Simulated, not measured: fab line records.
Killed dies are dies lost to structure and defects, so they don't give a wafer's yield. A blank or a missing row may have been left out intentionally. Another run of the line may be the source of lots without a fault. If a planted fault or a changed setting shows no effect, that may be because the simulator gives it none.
fab line records / flow gf180mcu
[record] lots = 13 wafers = 39 last-day = 34
route steps=602 shown NWELL@52 LVPWELL@61 VT_IMPLANT@122
lots untouched by any fault: they come from a run of this same line in which no faults occurred
start-h: start of the lot's first displayed wafer, in hours after the record's first day / wait-h: time in hours since the lot's previous step / " same as the row above / L1.1+2: one row covering several wafers at once / - no value, or no start was given / * or withheld: withheld / < > ~ a bound
route shown NAME@n: names a module that has steps shown in the file, with the first one's number in the route / usual: mean/standard deviation taken from wafers without a fault / same: alike in all rows / chamber/n: place in a boat / sites: readings site by site / _std_site: their standard deviation / _edge_site: inner sites' mean taken away from outer sites' mean / radius-mm: how far each site lies from the wafer's centre / mask NAME#n: copy n / behind: the most recent tool/chamber to have shaped the wafer / hold: why the lot was held/for how many hours/how that ended / device: names the non-switching transistor (n, p or np) / end of line: tests run on the same wafers once the route is complete / a step without rows: its recipe alone / killed: not the wafer's yield, but the dies lost to structure and defects at the first sort / map: per-die view of a wafer (x killed, . not killed, _ where there is no die)
set.NAME: the setting that was run; set.NAME@STEP: the one run at that earlier step / model.NAME: the simulator's own value behind a step, which no gauge read
one table for each step of the route and one row for each wafer, over a sample of lots
services: the hour from which a tool's chamber was out of use, counted from the record's first day as start-h (under 0 if before that day), plus the number of hours and why
[[steps]]
[step GF_NWELL_STRIP_10]
[recipe] chemistry = O2/N2 power-w = 1400 pressure-mtorr = 1500 platen-temp-c = 250 o2-flow-sccm = 3000 n2-flow-sccm = 300 overash-fraction = 0.5
[usual] drypump-motor-current-A = 5.7/0.39 heater-power-w = 334/14 oes-product-au = 0.722/0.0044 strip-time-to-endpoint-s = 36.92/0.099
lot.wafer=L648.1 tool=plasma-asher-04 chamber=0 start-h=56.22 wait-h=0.1 drypump-motor-current-A=6.2 heater-power-w=323 oes-product-au=0.720 rf-hours-counter-h=42 strip-time-to-endpoint-s=37.04
lot.wafer=L648.3 tool=plasma-asher-04 chamber=0 start-h=56.22 wait-h=0.1 drypump-motor-current-A=6.2 heater-power-w=337 oes-product-au=0.720 rf-hours-counter-h=- strip-time-to-endpoint-s=37.10
lot.wafer=L648.5 tool=plasma-asher-04 chamber=1 start-h=56.22 wait-h=0.1 drypump-motor-current-A=5.3 heater-power-w=331 oes-product-au=0.724 rf-hours-counter-h=- strip-time-to-endpoint-s=37.08
lot.wafer=L650.2 tool=plasma-asher-02 chamber=1 start-h=65.67 wait-h=0.1 drypump-motor-current-A=5.0 heater-power-w=371 oes-product-au=0.712 rf-hours-counter-h=18 strip-time-to-endpoint-s=36.95
lot.wafer=L650.3 tool=plasma-asher-02 chamber=1 start-h=65.67 wait-h=0.1 drypump-motor-current-A=5.0 heater-power-w=366 oes-product-au=0.716 rf-hours-counter-h=- strip-time-to-endpoint-s=36.97
lot.wafer=L650.5 tool=plasma-asher-02 chamber=1 start-h=65.67 wait-h=0.1 drypump-motor-current-A=5.0 heater-power-w=355 oes-product-au=0.721 rf-hours-counter-h=- strip-time-to-endpoint-s=37.01
lot.wafer=L651.3 tool=plasma-asher-01 chamber=1 start-h=73.58 wait-h=0.1 drypump-motor-current-A=5.9 heater-power-w=332 oes-product-au=0.724 rf-hours-counter-h=- strip-time-to-endpoint-s=36.97
lot.wafer=L651.4 tool=plasma-asher-01 chamber=0 start-h=73.58 wait-h=0.1 drypump-motor-current-A=5.8 heater-power-w=343 oes-product-au=0.724 rf-hours-counter-h=- strip-time-to-endpoint-s=37.00
lot.wafer=L651.6 tool=plasma-asher-01 chamber=1 start-h=73.58 wait-h=0.1 drypump-motor-current-A=5.9 heater-power-w=327 oes-product-au=0.719 rf-hours-counter-h=- strip-time-to-endpoint-s=36.91
lot.wafer=L653.2 tool=plasma-asher-01 chamber=0 start-h=81.88 wait-h=0.1 drypump-motor-current-A=5.8 heater-power-w=339 oes-product-au=0.721 rf-hours-counter-h=48 strip-time-to-endpoint-s=36.89
lot.wafer=L653.5 tool=plasma-asher-01 chamber=0 start-h=81.88 wait-h=0.1 drypump-motor-current-A=5.8 heater-power-w=327 oes-product-au=0.721 rf-hours-counter-h=- strip-time-to-endpoint-s=36.95
lot.wafer=L653.6 tool=plasma-asher-01 chamber=1 start-h=81.88 wait-h=0.1 drypump-motor-current-A=5.9 heater-power-w=329 oes-product-au=0.718 rf-hours-counter-h=- strip-time-to-endpoint-s=36.91
lot.wafer=L655.2 tool=plasma-asher-04 chamber=0 start-h=94.00 wait-h=0.1 drypump-motor-current-A=6.2 heater-power-w=327 oes-product-au=0.724 rf-hours-counter-h=46 strip-time-to-endpoint-s=36.92
lot.wafer=L655.4 tool=plasma-asher-04 chamber=1 start-h=94.00 wait-h=0.1 drypump-motor-current-A=5.3 heater-power-w=354 oes-product-au=0.723 rf-hours-counter-h=- strip-time-to-endpoint-s=36.99
lot.wafer=L655.5 tool=plasma-asher-04 chamber=0 start-h=94.00 wait-h=0.1 drypump-motor-current-A=6.3 heater-power-w=324 oes-product-au=0.724 rf-hours-counter-h=- strip-time-to-endpoint-s=36.83
lot.wafer=L656.3 tool=plasma-asher-01 chamber=1 start-h=100.22 wait-h=0.1 drypump-motor-current-A=5.8 heater-power-w=329 oes-product-au=0.715 rf-hours-counter-h=- strip-time-to-endpoint-s=36.90
lot.wafer=L656.4 tool=plasma-asher-01 chamber=0 start-h=100.22 wait-h=0.1 drypump-motor-current-A=5.8 heater-power-w=336 oes-product-au=0.723 rf-hours-counter-h=- strip-time-to-endpoint-s=36.99
lot.wafer=L656.5 tool=plasma-asher-01 chamber=0 start-h=100.22 wait-h=0.1 drypump-motor-current-A=5.8 heater-power-w=337 oes-product-au=0.723 rf-hours-counter-h=- strip-time-to-endpoint-s=36.90
lot.wafer=L658.4 tool=plasma-asher-02 chamber=0 start-h=109.68 wait-h=0.1 drypump-motor-current-A=5.3 heater-power-w=326 oes-product-au=0.725 rf-hours-counter-h=- strip-time-to-endpoint-s=37.02
lot.wafer=L658.5 tool=plasma-asher-02 chamber=1 start-h=109.68 wait-h=0.1 drypump-motor-current-A=5.0 heater-power-w=368 oes-product-au=0.730 rf-hours-counter-h=- strip-time-to-endpoint-s=36.94
lot.wafer=L658.6 tool=plasma-asher-02 chamber=0 start-h=109.68 wait-h=0.1 drypump-motor-current-A=5.3 heater-power-w=326 oes-product-au=0.720 rf-hours-counter-h=- strip-time-to-endpoint-s=36.98
lot.wafer=L659.1 tool=plasma-asher-01 chamber=0 start-h=117.72 wait-h=0.1 drypump-motor-current-A=5.8 heater-power-w=338 oes-product-au=0.723 rf-hours-counter-h=52 strip-time-to-endpoint-s=36.81
lot.wafer=L659.5 tool=plasma-asher-01 chamber=0 start-h=117.72 wait-h=0.1 drypump-motor-current-A=5.8 heater-power-w=331 oes-product-au=0.710 rf-hours-counter-h=- strip-time-to-endpoint-s=36.92
lot.wafer=L659.6 tool=plasma-asher-01 chamber=1 start-h=117.72 wait-h=0.1 drypump-motor-current-A=5.9 heater-power-w=326 oes-product-au=0.722 rf-hours-counter-h=- strip-time-to-endpoint-s=36.93
lot.wafer=L660.1 tool=plasma-asher-04 chamber=0 start-h=122.90 wait-h=0.1 drypump-motor-current-A=6.3 heater-power-w=319 oes-product-au=0.724 rf-hours-counter-h=0 strip-time-to-endpoint-s=36.83
lot.wafer=L660.2 tool=plasma-asher-04 chamber=1 start-h=122.90 wait-h=0.1 drypump-motor-current-A=5.4 heater-power-w=335 oes-product-au=0.722 rf-hours-counter-h=0 strip-time-to-endpoint-s=37.01
lot.wafer=L660.3 tool=plasma-asher-04 chamber=0 start-h=122.90 wait-h=0.1 drypump-motor-current-A=6.2 heater-power-w=310 oes-product-au=0.715 rf-hours-counter-h=- strip-time-to-endpoint-s=36.87
lot.wafer=L661.2 tool=plasma-asher-04 chamber=1 start-h=125.23 wait-h=0.1 drypump-motor-current-A=5.4 heater-power-w=346 oes-product-au=0.721 rf-hours-counter-h=0 strip-time-to-endpoint-s=36.76
lot.wafer=L661.3 tool=plasma-asher-04 chamber=0 start-h=125.23 wait-h=0.1 drypump-motor-current-A=6.3 heater-power-w=315 oes-product-au=0.727 rf-hours-counter-h=- strip-time-to-endpoint-s=36.77
lot.wafer=L661.6 tool=plasma-asher-04 chamber=0 start-h=125.23 wait-h=0.1 drypump-motor-current-A=6.3 heater-power-w=312 oes-product-au=0.716 rf-hours-counter-h=- strip-time-to-endpoint-s=36.84
lot.wafer=L662.2 tool=plasma-asher-02 chamber=0 start-h=132.43 wait-h=0.1 drypump-motor-current-A=5.3 heater-power-w=329 oes-product-au=0.728 rf-hours-counter-h=25 strip-time-to-endpoint-s=36.89
lot.wafer=L662.3 tool=plasma-asher-02 chamber=1 start-h=132.43 wait-h=0.1 drypump-motor-current-A=5.0 heater-power-w=371 oes-product-au=0.725 rf-hours-counter-h=- strip-time-to-endpoint-s=36.86
lot.wafer=L662.5 tool=plasma-asher-02 chamber=0 start-h=132.43 wait-h=0.1 drypump-motor-current-A=5.3 heater-power-w=329 oes-product-au=0.722 rf-hours-counter-h=- strip-time-to-endpoint-s=36.83
lot.wafer=L666.2 tool=plasma-asher-01 chamber=0 start-h=153.25 wait-h=0.1 drypump-motor-current-A=5.8 heater-power-w=335 oes-product-au=0.716 rf-hours-counter-h=56 strip-time-to-endpoint-s=36.94
lot.wafer=L666.4 tool=plasma-asher-01 chamber=1 start-h=153.25 wait-h=0.1 drypump-motor-current-A=5.8 heater-power-w=331 oes-product-au=0.719 rf-hours-counter-h=- strip-time-to-endpoint-s=36.97
lot.wafer=L666.5 tool=plasma-asher-01 chamber=0 start-h=153.25 wait-h=0.1 drypump-motor-current-A=5.8 heater-power-w=339 oes-product-au=0.725 rf-hours-counter-h=- strip-time-to-endpoint-s=36.89
lot.wafer=L670.2 tool=plasma-asher-01 chamber=0 start-h=182.75 wait-h=0.1 drypump-motor-current-A=5.8 heater-power-w=336 oes-product-au=0.719 rf-hours-counter-h=59 strip-time-to-endpoint-s=36.94
lot.wafer=L670.4 tool=plasma-asher-01 chamber=1 start-h=182.75 wait-h=0.1 drypump-motor-current-A=5.9 heater-power-w=331 oes-product-au=0.717 rf-hours-counter-h=- strip-time-to-endpoint-s=37.09
lot.wafer=L670.6 tool=plasma-asher-01 chamber=1 start-h=182.75 wait-h=0.1 drypump-motor-current-A=5.9 heater-power-w=324 oes-product-au=0.720 rf-hours-counter-h=- strip-time-to-endpoint-s=37.06
[step GF_LVPWELL_OVL_MEAS_07]
[usual] LVPWELL_OVL = 1.2/1.3
lot.wafer=L648.1 tool=overlay-01 chamber=- start-h=69.38 wait-h=- LVPWELL_OVL[nm]=0.8
lot.wafer=L648.3 tool=overlay-01 chamber=- start-h=69.38 wait-h=- LVPWELL_OVL[nm]=-0.7
lot.wafer=L648.5 tool=overlay-01 chamber=- start-h=69.38 wait-h=- LVPWELL_OVL[nm]=-1.7
lot.wafer=L650.2 tool=overlay-02 chamber=- start-h=78.79 wait-h=- LVPWELL_OVL[nm]=0.9
lot.wafer=L650.3 tool=overlay-02 chamber=- start-h=78.79 wait-h=- LVPWELL_OVL[nm]=1.9
lot.wafer=L650.5 tool=overlay-02 chamber=- start-h=78.79 wait-h=- LVPWELL_OVL[nm]=0.4
lot.wafer=L651.3 tool=overlay-02 chamber=- start-h=86.79 wait-h=- LVPWELL_OVL[nm]=0.3
lot.wafer=L651.4 tool=overlay-02 chamber=- start-h=86.79 wait-h=- LVPWELL_OVL[nm]=-0.6
lot.wafer=L651.6 tool=overlay-02 chamber=- start-h=86.79 wait-h=- LVPWELL_OVL[nm]=-0.5
lot.wafer=L653.2 tool=overlay-02 chamber=- start-h=95.55 wait-h=- LVPWELL_OVL[nm]=-1.2
lot.wafer=L653.5 tool=overlay-02 chamber=- start-h=95.55 wait-h=- LVPWELL_OVL[nm]=1.0
lot.wafer=L653.6 tool=overlay-02 chamber=- start-h=95.55 wait-h=- LVPWELL_OVL[nm]=1.1
lot.wafer=L655.2 tool=overlay-01 chamber=- start-h=107.95 wait-h=- LVPWELL_OVL[nm]=1.1
lot.wafer=L655.4 tool=overlay-01 chamber=- start-h=107.95 wait-h=- LVPWELL_OVL[nm]=2.3
lot.wafer=L655.5 tool=overlay-01 chamber=- start-h=107.95 wait-h=- LVPWELL_OVL[nm]=4.5
lot.wafer=L656.3 tool=overlay-01 chamber=- start-h=115.09 wait-h=- LVPWELL_OVL[nm]=0.3
lot.wafer=L656.4 tool=overlay-01 chamber=- start-h=115.09 wait-h=- LVPWELL_OVL[nm]=0.1
lot.wafer=L656.5 tool=overlay-01 chamber=- start-h=115.09 wait-h=- LVPWELL_OVL[nm]=0.4
lot.wafer=L658.4 tool=overlay-01 chamber=- start-h=128.11 wait-h=- LVPWELL_OVL[nm]=0.4
lot.wafer=L658.5 tool=overlay-01 chamber=- start-h=128.11 wait-h=- LVPWELL_OVL[nm]=-0.1
lot.wafer=L658.6 tool=overlay-01 chamber=- start-h=128.11 wait-h=- LVPWELL_OVL[nm]=0.6
lot.wafer=L659.1 tool=overlay-01 chamber=- start-h=131.93 wait-h=- LVPWELL_OVL[nm]=2.7
lot.wafer=L659.5 tool=overlay-01 chamber=- start-h=131.93 wait-h=- LVPWELL_OVL[nm]=1.8
lot.wafer=L659.6 tool=overlay-01 chamber=- start-h=131.93 wait-h=- LVPWELL_OVL[nm]=2.8
lot.wafer=L660.1 tool=overlay-02 chamber=- start-h=137.21 wait-h=- LVPWELL_OVL[nm]=-0.7
lot.wafer=L660.2 tool=overlay-02 chamber=- start-h=137.21 wait-h=- LVPWELL_OVL[nm]=0.4
lot.wafer=L660.3 tool=overlay-02 chamber=- start-h=137.21 wait-h=- LVPWELL_OVL[nm]=1.0
lot.wafer=L661.2 tool=overlay-01 chamber=- start-h=140.27 wait-h=- LVPWELL_OVL[nm]=2.2
lot.wafer=L661.3 tool=overlay-01 chamber=- start-h=140.27 wait-h=- LVPWELL_OVL[nm]=3.6
lot.wafer=L661.6 tool=overlay-01 chamber=- start-h=140.27 wait-h=- LVPWELL_OVL[nm]=3.3
lot.wafer=L662.2 tool=overlay-01 chamber=- start-h=147.79 wait-h=- LVPWELL_OVL[nm]=1.7
lot.wafer=L662.3 tool=overlay-01 chamber=- start-h=147.79 wait-h=- LVPWELL_OVL[nm]=2.8
lot.wafer=L662.5 tool=overlay-01 chamber=- start-h=147.79 wait-h=- LVPWELL_OVL[nm]=1.8
lot.wafer=L666.2 tool=overlay-01 chamber=- start-h=168.77 wait-h=- LVPWELL_OVL[nm]=2.1
lot.wafer=L666.4 tool=overlay-01 chamber=- start-h=168.77 wait-h=- LVPWELL_OVL[nm]=1.7
lot.wafer=L666.5 tool=overlay-01 chamber=- start-h=168.77 wait-h=- LVPWELL_OVL[nm]=3.7
lot.wafer=L670.2 tool=overlay-01 chamber=- start-h=199.47 wait-h=- LVPWELL_OVL[nm]=0.8
lot.wafer=L670.4 tool=overlay-01 chamber=- start-h=199.47 wait-h=- LVPWELL_OVL[nm]=2.5
lot.wafer=L670.6 tool=overlay-01 chamber=- start-h=199.47 wait-h=- LVPWELL_OVL[nm]=2.9
[step GF_LVPWELL_IMPLANT_08]
[recipe] species = B energy-kev = 170 dose-cm2 = 1.5e+13 tilt-deg = 0
lot.wafer=L648.1+3+5 tool=implanter-03 chamber=0 start-h=69.42 wait-h=0.0
lot.wafer=L650.2+3+5 tool=implanter-04 chamber=0 start-h=78.84 wait-h=0.0
lot.wafer=L651.3+4+6 tool=implanter-03 chamber=0 start-h=86.87 wait-h=0.1
lot.wafer=L653.2+5+6 tool=implanter-01 chamber=0 start-h=95.61 wait-h=0.0
lot.wafer=L655.2+4+5 tool=implanter-04 chamber=0 start-h=108.01 wait-h=0.0
lot.wafer=L656.3+4+5 tool=implanter-04 chamber=0 start-h=115.17 wait-h=0.1
lot.wafer=L658.4+5+6 tool=implanter-04 chamber=0 start-h=128.21 wait-h=0.1
lot.wafer=L659.1+5+6 tool=implanter-04 chamber=0 start-h=131.97 wait-h=0.0
lot.wafer=L660.1+2+3 tool=implanter-01 chamber=0 start-h=137.25 wait-h=0.0
lot.wafer=L661.2+3+6 tool=implanter-04 chamber=0 start-h=140.32 wait-h=0.0
lot.wafer=L662.2+3+5 tool=implanter-03 chamber=0 start-h=147.84 wait-h=0.0
lot.wafer=L666.2+4+5 tool=implanter-03 chamber=0 start-h=168.82 wait-h=0.0
lot.wafer=L670.2+4+6 tool=implanter-04 chamber=0 start-h=199.52 wait-h=0.0
[step GF_VT_IMPLANT_TW_MEAS_32]
[usual] VT_IMPLANT_3_TW = 272.9/1.9
lot.wafer=L648.1 tool=film-metro-01 chamber=- start-h=142.73 wait-h=0.1 VT_IMPLANT_3_TW=273.2
lot.wafer=L648.3 tool=film-metro-01 chamber=- start-h=142.73 wait-h=0.1 VT_IMPLANT_3_TW=274.4
lot.wafer=L648.5 tool=film-metro-01 chamber=- start-h=142.73 wait-h=0.1 VT_IMPLANT_3_TW=274.2
lot.wafer=L650.2 tool=film-metro-01 chamber=- start-h=152.99 wait-h=0.1 VT_IMPLANT_3_TW=274.4
lot.wafer=L650.3 tool=film-metro-01 chamber=- start-h=152.99 wait-h=0.1 VT_IMPLANT_3_TW=275.0
lot.wafer=L650.5 tool=film-metro-01 chamber=- start-h=152.99 wait-h=0.1 VT_IMPLANT_3_TW=274.3
lot.wafer=L651.3 tool=film-metro-01 chamber=- start-h=161.62 wait-h=0.1 VT_IMPLANT_3_TW=275.0
lot.wafer=L651.4 tool=film-metro-01 chamber=- start-h=161.62 wait-h=0.1 VT_IMPLANT_3_TW=274.2
lot.wafer=L651.6 tool=film-metro-01 chamber=- start-h=161.62 wait-h=0.1 VT_IMPLANT_3_TW=275.2
lot.wafer=L653.2 tool=film-metro-01 chamber=- start-h=170.77 wait-h=0.1 VT_IMPLANT_3_TW=272.8
lot.wafer=L653.5 tool=film-metro-01 chamber=- start-h=170.77 wait-h=0.1 VT_IMPLANT_3_TW=272.5
lot.wafer=L653.6 tool=film-metro-01 chamber=- start-h=170.77 wait-h=0.1 VT_IMPLANT_3_TW=273.8
lot.wafer=L655.2 tool=film-metro-02 chamber=- start-h=186.81 wait-h=0.1 VT_IMPLANT_3_TW=272.9
lot.wafer=L655.4 tool=film-metro-02 chamber=- start-h=186.81 wait-h=0.1 VT_IMPLANT_3_TW=273.7
lot.wafer=L655.5 tool=film-metro-02 chamber=- start-h=186.81 wait-h=0.1 VT_IMPLANT_3_TW=275.9
lot.wafer=L656.3 tool=film-metro-04 chamber=- start-h=194.07 wait-h=0.1 VT_IMPLANT_3_TW=271.4
lot.wafer=L656.4 tool=film-metro-04 chamber=- start-h=194.07 wait-h=0.1 VT_IMPLANT_3_TW=272.7
lot.wafer=L656.5 tool=film-metro-04 chamber=- start-h=194.07 wait-h=0.1 VT_IMPLANT_3_TW=274.5
lot.wafer=L658.4 tool=film-metro-01 chamber=- start-h=211.11 wait-h=0.1 VT_IMPLANT_3_TW=273.7
lot.wafer=L658.5 tool=film-metro-01 chamber=- start-h=211.11 wait-h=0.1 VT_IMPLANT_3_TW=274.0
lot.wafer=L658.6 tool=film-metro-01 chamber=- start-h=211.11 wait-h=0.1 VT_IMPLANT_3_TW=273.9
lot.wafer=L659.1 tool=film-metro-01 chamber=- start-h=215.08 wait-h=0.1 VT_IMPLANT_3_TW=272.5
lot.wafer=L659.5 tool=film-metro-01 chamber=- start-h=215.08 wait-h=0.1 VT_IMPLANT_3_TW=273.7
lot.wafer=L659.6 tool=film-metro-01 chamber=- start-h=215.08 wait-h=0.1 VT_IMPLANT_3_TW=273.7
lot.wafer=L660.1 tool=film-metro-01 chamber=- start-h=222.61 wait-h=0.1 VT_IMPLANT_3_TW=275.4
lot.wafer=L660.2 tool=film-metro-01 chamber=- start-h=222.61 wait-h=0.1 VT_IMPLANT_3_TW=276.6
lot.wafer=L660.3 tool=film-metro-01 chamber=- start-h=222.61 wait-h=0.1 VT_IMPLANT_3_TW=274.9
lot.wafer=L661.2 tool=film-metro-04 chamber=- start-h=225.59 wait-h=0.1 VT_IMPLANT_3_TW=269.3
lot.wafer=L661.3 tool=film-metro-04 chamber=- start-h=225.59 wait-h=0.1 VT_IMPLANT_3_TW=270.5
lot.wafer=L661.6 tool=film-metro-04 chamber=- start-h=225.59 wait-h=0.1 VT_IMPLANT_3_TW=270.6
lot.wafer=L662.2 tool=film-metro-01 chamber=- start-h=234.02 wait-h=0.1 VT_IMPLANT_3_TW=275.3
lot.wafer=L662.3 tool=film-metro-01 chamber=- start-h=234.02 wait-h=0.1 VT_IMPLANT_3_TW=276.1
lot.wafer=L662.5 tool=film-metro-01 chamber=- start-h=234.02 wait-h=0.1 VT_IMPLANT_3_TW=275.7
lot.wafer=L666.2 tool=film-metro-04 chamber=- start-h=259.59 wait-h=0.1 VT_IMPLANT_3_TW=270.6
lot.wafer=L666.4 tool=film-metro-04 chamber=- start-h=259.59 wait-h=0.1 VT_IMPLANT_3_TW=271.2
lot.wafer=L666.5 tool=film-metro-04 chamber=- start-h=259.59 wait-h=0.1 VT_IMPLANT_3_TW=270.6
lot.wafer=L670.2 tool=film-metro-04 chamber=- start-h=294.22 wait-h=0.1 VT_IMPLANT_3_TW=270.4
lot.wafer=L670.4 tool=film-metro-04 chamber=- start-h=294.22 wait-h=0.1 VT_IMPLANT_3_TW=270.8
lot.wafer=L670.6 tool=film-metro-04 chamber=- start-h=294.22 wait-h=0.1 VT_IMPLANT_3_TW=272.2
[step GF_VT_IMPLANT_RS_MEAS_48]
[recipe] thk-meas-gauge = four-point-probe
[usual] LVPWELL_RS = 1197.2/3
lot.wafer=L648.1 tool=film-metro-04 chamber=- start-h=159.38 wait-h=0.1 LVPWELL_RS[ohm/sq]=1204.7
lot.wafer=L648.3 tool=film-metro-04 chamber=- start-h=159.38 wait-h=0.1 LVPWELL_RS[ohm/sq]=1203.5
lot.wafer=L648.5 tool=film-metro-04 chamber=- start-h=159.38 wait-h=0.1 LVPWELL_RS[ohm/sq]=1203.8
lot.wafer=L650.2 tool=film-metro-04 chamber=- start-h=168.95 wait-h=0.1 LVPWELL_RS[ohm/sq]=1199.0
lot.wafer=L650.3 tool=film-metro-04 chamber=- start-h=168.95 wait-h=0.1 LVPWELL_RS[ohm/sq]=1194.4
lot.wafer=L650.5 tool=film-metro-04 chamber=- start-h=168.95 wait-h=0.1 LVPWELL_RS[ohm/sq]=1200.4
lot.wafer=L651.3 tool=film-metro-03 chamber=- start-h=178.14 wait-h=0.1 LVPWELL_RS[ohm/sq]=1200.0
lot.wafer=L651.4 tool=film-metro-03 chamber=- start-h=178.14 wait-h=0.1 LVPWELL_RS[ohm/sq]=1201.8
lot.wafer=L651.6 tool=film-metro-03 chamber=- start-h=178.14 wait-h=0.1 LVPWELL_RS[ohm/sq]=1195.2
lot.wafer=L653.2 tool=film-metro-02 chamber=- start-h=188.70 wait-h=0.1 LVPWELL_RS[ohm/sq]=1194.8
lot.wafer=L653.5 tool=film-metro-02 chamber=- start-h=188.70 wait-h=0.1 LVPWELL_RS[ohm/sq]=1193.7
lot.wafer=L653.6 tool=film-metro-02 chamber=- start-h=188.70 wait-h=0.1 LVPWELL_RS[ohm/sq]=1189.5
lot.wafer=L655.2 tool=film-metro-03 chamber=- start-h=204.57 wait-h=0.1 LVPWELL_RS[ohm/sq]=1199.2
lot.wafer=L655.4 tool=film-metro-03 chamber=- start-h=204.57 wait-h=0.1 LVPWELL_RS[ohm/sq]=1198.3
lot.wafer=L655.5 tool=film-metro-03 chamber=- start-h=204.57 wait-h=0.1 LVPWELL_RS[ohm/sq]=1199.3
lot.wafer=L656.3 tool=film-metro-02 chamber=- start-h=212.89 wait-h=0.1 LVPWELL_RS[ohm/sq]=1197.8
lot.wafer=L656.4 tool=film-metro-02 chamber=- start-h=212.89 wait-h=0.1 LVPWELL_RS[ohm/sq]=1196.5
lot.wafer=L656.5 tool=film-metro-02 chamber=- start-h=212.89 wait-h=0.1 LVPWELL_RS[ohm/sq]=1199.1
lot.wafer=L658.4 tool=film-metro-03 chamber=- start-h=229.25 wait-h=0.1 LVPWELL_RS[ohm/sq]=1196.9
lot.wafer=L658.5 tool=film-metro-03 chamber=- start-h=229.25 wait-h=0.1 LVPWELL_RS[ohm/sq]=1194.9
lot.wafer=L658.6 tool=film-metro-03 chamber=- start-h=229.25 wait-h=0.1 LVPWELL_RS[ohm/sq]=1197.1
lot.wafer=L659.1 tool=film-metro-03 chamber=- start-h=234.28 wait-h=0.1 LVPWELL_RS[ohm/sq]=1198.9
lot.wafer=L659.5 tool=film-metro-03 chamber=- start-h=234.28 wait-h=0.1 LVPWELL_RS[ohm/sq]=1199.2
lot.wafer=L659.6 tool=film-metro-03 chamber=- start-h=234.28 wait-h=0.1 LVPWELL_RS[ohm/sq]=1198.9
lot.wafer=L660.1 tool=film-metro-02 chamber=- start-h=241.03 wait-h=0.1 LVPWELL_RS[ohm/sq]=1194.5
lot.wafer=L660.2 tool=film-metro-02 chamber=- start-h=241.03 wait-h=0.1 LVPWELL_RS[ohm/sq]=1195.8
lot.wafer=L660.3 tool=film-metro-02 chamber=- start-h=241.03 wait-h=0.1 LVPWELL_RS[ohm/sq]=1194.4
lot.wafer=L661.2 tool=film-metro-02 chamber=- start-h=244.51 wait-h=0.1 LVPWELL_RS[ohm/sq]=1196.6
lot.wafer=L661.3 tool=film-metro-02 chamber=- start-h=244.51 wait-h=0.1 LVPWELL_RS[ohm/sq]=1193.1
lot.wafer=L661.6 tool=film-metro-02 chamber=- start-h=244.51 wait-h=0.1 LVPWELL_RS[ohm/sq]=1195.4
lot.wafer=L662.2 tool=film-metro-03 chamber=- start-h=253.15 wait-h=0.1 LVPWELL_RS[ohm/sq]=1199.1
lot.wafer=L662.3 tool=film-metro-03 chamber=- start-h=253.15 wait-h=0.1 LVPWELL_RS[ohm/sq]=1201.9
lot.wafer=L662.5 tool=film-metro-03 chamber=- start-h=253.15 wait-h=0.1 LVPWELL_RS[ohm/sq]=1195.0
lot.wafer=L666.2 tool=film-metro-03 chamber=- start-h=279.45 wait-h=0.1 LVPWELL_RS[ohm/sq]=1202.7
lot.wafer=L666.4 tool=film-metro-03 chamber=- start-h=279.45 wait-h=0.1 LVPWELL_RS[ohm/sq]=1199.6
lot.wafer=L666.5 tool=film-metro-03 chamber=- start-h=279.45 wait-h=0.1 LVPWELL_RS[ohm/sq]=1207.0
lot.wafer=L670.2 tool=film-metro-02 chamber=- start-h=315.43 wait-h=0.1 LVPWELL_RS[ohm/sq]=1194.1
lot.wafer=L670.4 tool=film-metro-02 chamber=- start-h=315.43 wait-h=0.1 LVPWELL_RS[ohm/sq]=1194.3
lot.wafer=L670.6 tool=film-metro-02 chamber=- start-h=315.43 wait-h=0.1 LVPWELL_RS[ohm/sq]=1193.3
[[services]]
tool=implanter-04 chamber=- start-h=50.55 hours=1.2 kind=repair
tool=implanter-04 chamber=- start-h=62.89 hours=2.6 kind=repair
tool=implanter-04 chamber=- start-h=74.20 hours=1.5 kind=repair
tool=implanter-04 chamber=- start-h=95.43 hours=3.1 kind=pm
tool=implanter-04 chamber=- start-h=101.25 hours=1.4 kind=repair
tool=plasma-asher-04 chamber=- start-h=107.14 hours=2.8 kind=pm
tool=plasma-asher-04 chamber=- start-h=109.89 hours=9.0 kind=pm
tool=plasma-asher-04 chamber=0 start-h=109.89 hours=10.6 kind=vent-cycle
tool=plasma-asher-04 chamber=1 start-h=109.89 hours=10.6 kind=vent-cycle
tool=plasma-asher-04 chamber=- start-h=110.76 hours=9.8 kind=repair
tool=plasma-asher-04 chamber=0 start-h=118.89 hours=- kind=clean
tool=plasma-asher-04 chamber=1 start-h=118.89 hours=- kind=clean
tool=implanter-03 chamber=- start-h=122.78 hours=12.5 kind=repair
tool=implanter-04 chamber=- start-h=141.34 hours=18.0 kind=repair
tool=implanter-01 chamber=- start-h=184.38 hours=2.5 kind=repair
tool=plasma-asher-02 chamber=- start-h=189.38 hours=0.4 kind=repair
[[key]]
[first-sign] step = GF_VT_IMPLANT_RS_MEAS_48 reading = LVPWELL_RS direction = up sigmas = 3.3 usual = 1197.2 struck = 1207.0
effect none on later readings
met-at GF_LVPWELL_IMPLANT_08
struck-lots L666
struck-wafers L666.5
tester-left-out L666
not-acting-at GF_NWELL_STRIP_10,GF_LVPWELL_OVL_MEAS_07,GF_VT_IMPLANT_TW_MEAS_32
onset-between 147.84 168.82
[fault] kind = process-parameter-drift tool = implanter-03 chamber = - onset-h = 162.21 steps = GF_LVPWELL_IMPLANT_08 channel = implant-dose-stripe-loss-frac offset = 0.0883 shape = step end-h = 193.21 scope = struck-wafers-only
// tester-left-out: of these lots the tester's yield and bins aren't shown, on N5 and GAA mostly nor the transistor test; their killed dies are dies lost to structure and defects alone, not to doping, threshold or leakage, so they don't give the yield
